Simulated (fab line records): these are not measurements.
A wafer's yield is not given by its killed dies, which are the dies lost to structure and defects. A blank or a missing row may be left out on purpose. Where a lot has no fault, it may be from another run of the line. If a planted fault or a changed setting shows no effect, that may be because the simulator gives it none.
Split-lot experiment -- flow sfq-line -- 5 lots, 23 wafers read, on a route of 325 steps

== SPLIT DETAILS ==
At SFQ_TRILAYER_M1_DEP_SPUTTER_037 (material Nb, target thk 200 nm, time 133.3 s), the setting time-s was moved away from the recipe's 133.3 s on 8 of the 23 wafers read, by -8.3% to +13.7%. The other wafers ran this setting at the recipe's value.

== FROM THE SPLIT TO THE READING: what the file shows between them, 2 steps ==
- SFQ_M1_RS_MEAS_909: measures by four-point-probe
- SFQ_TRILAYER_M1_BARC_OPEN_METAL_ETCH_054: etches BARC in O2, target depth 125 nm, time 41.7 s (also split here: bias-w)

== THE READING ==
oes-product-au, in a.u., at SFQ_TRILAYER_M1_ETCH_METAL_ETCH_042 (etches Nb in Cl2/Ar, stops on SiO2, target depth 240 nm, time 120 s). Typical for fault-free wafers on this fab line: 0.894 a.u., with standard deviation 0.0071 a.u.

wafer,"tool, chamber at the split","time-s as run, s",against the recipe,"oes-product-au, a.u.",against lot-mates on the recipe
L074.1,"pvd-sputter-04, -",133.3,recipe,0.894,-
L074.5,"pvd-sputter-04, -",133.3,recipe,0.890,-
L074.6,"pvd-sputter-04, -",133.3,recipe,0.894,-
L076.1,"pvd-sputter-06, -",151.6,+13.7%,0.954,+0.060
L076.2,"pvd-sputter-06, -",133.3,recipe,0.894,-
L076.4,"pvd-sputter-06, -",133.3,recipe,0.894,-
L076.5,"pvd-sputter-06, -",151.6,+13.7%,0.945,+0.051
L076.6,"pvd-sputter-06, -",151.6,+13.7%,0.957,+0.063
L077.2,"pvd-sputter-06, -",150.1,+12.6%,0.967,+0.077
L077.3,"pvd-sputter-06, -",133.3,recipe,0.891,-
L077.4,"pvd-sputter-06, -",133.3,recipe,0.889,-
L077.5,"pvd-sputter-06, -",150.1,+12.6%,0.957,+0.067
L077.6,"pvd-sputter-06, -",150.1,+12.6%,0.958,+0.068
L081.1,"pvd-sputter-04, -",133.3,recipe,0.891,-
L081.2,"pvd-sputter-04, -",122.3,-8.3%,0.851,-0.046
L081.3,"pvd-sputter-04, -",133.3,recipe,0.900,-
L081.4,"pvd-sputter-04, -",122.3,-8.3%,0.850,-0.047
L081.5,"pvd-sputter-04, -",133.3,recipe,0.899,-
L083.1,"pvd-sputter-04, -",133.3,recipe,0.908,-
L083.2,"pvd-sputter-04, -",133.3,recipe,0.902,-
L083.4,"pvd-sputter-04, -",133.3,recipe,0.898,-
L083.5,"pvd-sputter-04, -",133.3,recipe,0.908,-
L083.6,"pvd-sputter-04, -",133.3,recipe,0.906,-

THE FIT
A straight line over all 23 wafers: oes-product-au changes by +0.00468 a.u. for each +1% of time-s; r = +0.98; the points scatter about the line by 0.0074 a.u.
The same after taking each lot's own level away (the mean of its wafers on the recipe; 23 wafers): +0.00498 a.u. for each +1%; r = +0.98; scatter 0.0063 a.u.
On that fit, the largest move of time-s shifts the reading by 0.068 a.u.
Measured against the standard deviation above, the lots' own levels, which go from 0.8900 to 0.9044 a.u., span 2.0 times it.
The two slopes agree, so the slope changes little with the lot-to-lot level.
Check: +0.0691 a.u. against its lot-mates is what the line predicts for one of the wafers moved furthest among these (+13.7%) when that wafer is left out of the fit. Against them it came out at +0.06 a.u.

== FURTHER SPLITS ON THESE WAFERS ==
Other splits were also applied to these wafers ahead of the reading. Each is held against what the fit with the lots' levels taken away leaves over:
other split on the same wafers,wafers away from the commonest value,r with oes-product-au (lot level and that fit taken away)
SFQ_TRILAYER_I0_VIA_ETCH_VIA_ETCH_034 bias-w,5,-0.18
SFQ_TRILAYER_M1_BARC_OPEN_METAL_ETCH_054 bias-w,8,-0.54

== THE WHOLE CHAIN: every reading that the file lists as answering this split, in the file's order ==
step,what it does,reading,change (the file's fit),r (the file's)
SFQ_TRILAYER_M1_DEP_SPUTTER_037,"material Nb, target thk 200 nm, time 133.3 s","Nb_of_TRILAYER_M1_DEP_SPUTTER_037.thk-nm (the simulator's own value, which no gauge read)",+1.94 nm for each +1% of the setting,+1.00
SFQ_M1_RS_MEAS_909,measures by four-point-probe,M1_NB_RS,-0.00819 for each +1% of the setting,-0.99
SFQ_TRILAYER_M1_ETCH_METAL_ETCH_042,"etches Nb in Cl2/Ar, stops on SiO2, target depth 240 nm, time 120 s",oes-product-au,+0.00497 a.u. for each +1% of the setting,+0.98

== FILE'S OWN FIT ==
oes-product-au changes by +0.00497 a.u. for each +1% of time-s, r = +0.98.
